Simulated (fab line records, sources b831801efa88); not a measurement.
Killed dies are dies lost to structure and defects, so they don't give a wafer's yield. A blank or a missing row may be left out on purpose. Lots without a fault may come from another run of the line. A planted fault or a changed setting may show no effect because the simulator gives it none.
A struck lot beside a sound one | flow sky130 | 31 steps out of a route of 708
Sound: wafers L208.1, L208.4, L208.5. Struck: wafers L196.2, L196.4, L196.5. The cause comes at the end.
At each step with rows: each side's tool, then ch and its chambers, then its first start. Under that, the readings that differ: sound wafers | struck wafers | difference of the means | sigmas: that difference in standard deviations of wafers without a fault.
alike: readings whose means differ by less than 2 such deviations, and words and numbers that are the same on both sides. not compared: withheld readings, readings that some wafer has no value for, bounds like >300 that may hide the same value, and numbers for which the record gives no deviation and whose values overlap.
The two part at a step that has a row with sigmas, a row that says differs or no value, or rows on one side only. Numbers that don't overlap but have no deviation are shown without sigmas and don't part them. A reading that every wafer of one side lacks parts them only if that side has two wafers or more.

SKY_LI_CONTACT_OVL_MEAS_13:
  sound on overlay-01, day 33 23:14; struck on overlay-01, day 30 14:23
  alike: LI_CONTACT_OVL
SKY_LI_CONTACT_ETCH_14: etches BARC in N2/H2, stops on SiO2, time 45.9 s, target depth 60 nm.
  sound on rie_diel-03 ch 1,2,3, day 33 23:16; struck on rie_diel-02 ch 1,2, day 30 14:25
  alike: drypump_motor_current_A, oes_product_au, throttle_valve_pct
  not compared: rf_hours_counter_h
then, 4 steps without rows for these wafers: SKY_LI_CONTACT_ETCH_15 (etches PSG in C4F8/O2/Ar, stops on Si, target depth 600 nm); SKY_LI_CONTACT_STRIP_16 (strips in O2/N2); SKY_LI_CONTACT_CLEAN_17 (cleans in NMP, time 600 s); SKY_LI_CONTACT_PRE_CLEAN_18 (time 5.6 s).
SKY_LI_CONTACT_SPUTTER_19: material Ti, target thk 20 nm, time 106.37 s.
  sound on pvd_sputter-03, day 33 23:41; struck on pvd_sputter-04, day 30 15:01
  alike: cathode_dc_power_W, throttle_valve_pct
then, 1 step without rows for these wafers: SKY_LI_CONTACT_SPUTTER_20 (material TiN, target thk 20 nm, time 80 s).
SKY_LI_CONTACT_CVD_21: deposits W, target thk 400 nm, time 120.56 s.
  sound on cvd_w-02 ch 0, day 33 23:50; struck on cvd_w-01 ch 0,1, day 30 15:10
  alike: heater_power_w
SKY_LI_CONTACT_RS_MEAS_22: measures by four-point-probe.
  sound on film_metro-04, day 33 23:58; struck on film_metro-01, day 30 15:18
  reading                  | sound             | struck            | difference | sigmas
  LI_CONTACT_W_RS (ohm/sq) | 0.289 0.293 0.289 | 0.279 0.288 0.282 | -0.007     | -2
SKY_LI_CONTACT_THK_MEAS_23: measures by xrf.
  sound on film_metro-04, day 34 00:05; struck on film_metro-01, day 30 15:25
  reading               | sound       | struck      | difference | sigmas
  LI_CONTACT_W_THK (nm) | 383 378 382 | 409 395 404 | +22        | +3
SKY_LI_CONTACT_CMP_24: polishes, stops on PSG, t overpolish 20 s, target thk 0 nm.
  sound on cmp-01 ch 0,1, day 34 00:11; struck on cmp-01 ch 0,2, day 30 15:28
  alike: motor_current_A, overpolish_run_s, time_to_endpoint_s
SKY_LOCAL_INTERCONNECT_SPUTTER_00: material TiN, target thk 100 nm, time 83.3 s.
  sound on pvd_sputter-01, day 34 00:26; struck on pvd_sputter-02, day 30 15:46
  reading                                                | sound             | struck          | difference | sigmas
  model.TiN_of_LOCAL_INTERCONNECT_SPUTTER_00.thk_nm (nm) | 99.21 100.2 100.3 | 104.6 104.1 104 | +4.3       |
  alike: cathode_dc_power_W, throttle_valve_pct
SKY_LOCAL_INTERCONNECT_RS_MEAS_01: measures by four-point-probe.
  sound on film_metro-02, day 34 00:30; struck on film_metro-02, day 30 15:50
  reading                            | sound             | struck            | difference | sigmas
  LOCAL_INTERCONNECT_TIN_RS (ohm/sq) | 14.31 14.13 14.13 | 13.53 13.59 13.61 | -0.61      | -4
SKY_LOCAL_INTERCONNECT_THK_MEAS_02: measures by xrf.
  sound on film_metro-02, day 34 00:37; struck on film_metro-02, day 30 15:57
  reading                         | sound            | struck            | difference | sigmas
  LOCAL_INTERCONNECT_TIN_THK (nm) | 99.9 101.4 101.2 | 105.6 104.7 104.6 | +4.1       | +4
then, 8 steps without rows for these wafers: SKY_LOCAL_INTERCONNECT_DEHYDRATE_03 (time 60 s); SKY_LOCAL_INTERCONNECT_HMDS_04 (prime time 60 s); SKY_LOCAL_INTERCONNECT_COAT_05 (resist thk 60 nm); SKY_LOCAL_INTERCONNECT_COAT_06 (resist thk 450 nm); SKY_LOCAL_INTERCONNECT_SOFTBAKE_07 (time 90 s); SKY_LOCAL_INTERCONNECT_EXPOSE_08 (exposes mask LI1M, target cd 170 nm); SKY_LOCAL_INTERCONNECT_PEB_09; SKY_LOCAL_INTERCONNECT_DEVELOP_10 (develop time 60 s).
SKY_LOCAL_INTERCONNECT_CD_MEAS_11: target cd 170 nm.
  sound on cd_sem-01, day 35 02:59; struck on cd_sem-01, day 31 19:29
  alike: cd_nm
SKY_LOCAL_INTERCONNECT_OVL_MEAS_12:
  sound on overlay-02, day 35 03:07; struck on overlay-02, day 31 19:35
  alike: LOCAL_INTERCONNECT_OVL
SKY_LOCAL_INTERCONNECT_ETCH_13: etches BARC in N2/H2, stops on SiO2, time 45.9 s, target depth 60 nm.
  sound on rie_metal-03 ch 0,1, day 35 03:09; struck on rie_metal-01 ch 1, day 31 19:38
  alike: drypump_motor_current_A, oes_product_au, throttle_valve_pct
  not compared: rf_hours_counter_h
SKY_LOCAL_INTERCONNECT_METAL_ETCH_14: etches TiN in Cl2/BCl3, stops on PSG, target depth 110 nm, time 31.4 s.
  sound on rie_metal-03 ch 0,1, day 35 03:13; struck on rie_metal-01 ch 1, day 31 19:46
  no value came back on the struck wafers for model.LOCAL_INTERCONNECT.feature_depth_nm (nm), model.etch.depth_nm (nm); on the sound wafers model.LOCAL_INTERCONNECT.feature_depth_nm (nm) reads 99.21 100.2 100.3
  reading               | sound             | struck            | difference | sigmas
  oes_product_au (a.u.) | 0.938 0.939 0.946 | 0.968 0.968 0.966 | +0.026     | +4
  alike: drypump_motor_current_A, throttle_valve_pct
  not compared: rf_hours_counter_h
then, 1 step without rows for these wafers: SKY_LOCAL_INTERCONNECT_STRIP_15 (strips in O2/N2).
SKY_LOCAL_INTERCONNECT_STRIP_16: strips in post etch residue remover, time 1200 s.
  sound on wet_bench-03 ch 3, day 35 03:22; struck on wet_bench-01 ch 0, day 31 19:57
  reading                                                | sound            | struck            | difference | sigmas
  model.TiN_of_LOCAL_INTERCONNECT_SPUTTER_00.thk_nm (nm) | 98.79 99.77 99.9 | 104.2 103.6 103.6 | +4.3       |
  alike: temp_c
then, 1 step without rows for these wafers: SKY_LOCAL_INTERCONNECT_CLEAN_17 (cleans in IPA, time 180 s).
-- the record jumps here: 15 days lie between the struck wafers' starts before and after (it left off in module LOCAL_INTERCONNECT and takes up again in module PAD_OPEN, whose first step shown is number 708 of the route) --
SKY_PAD_OPEN_PROBE_99:
  sound on prober-01, day 49 03:37; struck on prober-01, day 46 21:04
  reading                        | sound             | struck            | difference | sigmas
  killed_at_front_end            | 20 22 17          | 10 8 12           | -10        | -2
  model.etest.res_li.line_ohm_um | 75.92 75.03 74.47 | 72.56 72.55 73.3  | -2.34      |
  model.etest.res_li.rs_ohm_sq   | 12.84 12.71 12.77 | 12.21 12.25 12.22 | -0.55      |
  alike: killed_at_M0_to_M3, killed_at_M4_up, killed_at_contacts, killed_at_other, killed_dies, killed_open, killed_short

WHERE THEY PART
First at SKY_LI_CONTACT_RS_MEAS_22; last, within this record, at SKY_PAD_OPEN_PROBE_99.

WHY: what the simulator had put in
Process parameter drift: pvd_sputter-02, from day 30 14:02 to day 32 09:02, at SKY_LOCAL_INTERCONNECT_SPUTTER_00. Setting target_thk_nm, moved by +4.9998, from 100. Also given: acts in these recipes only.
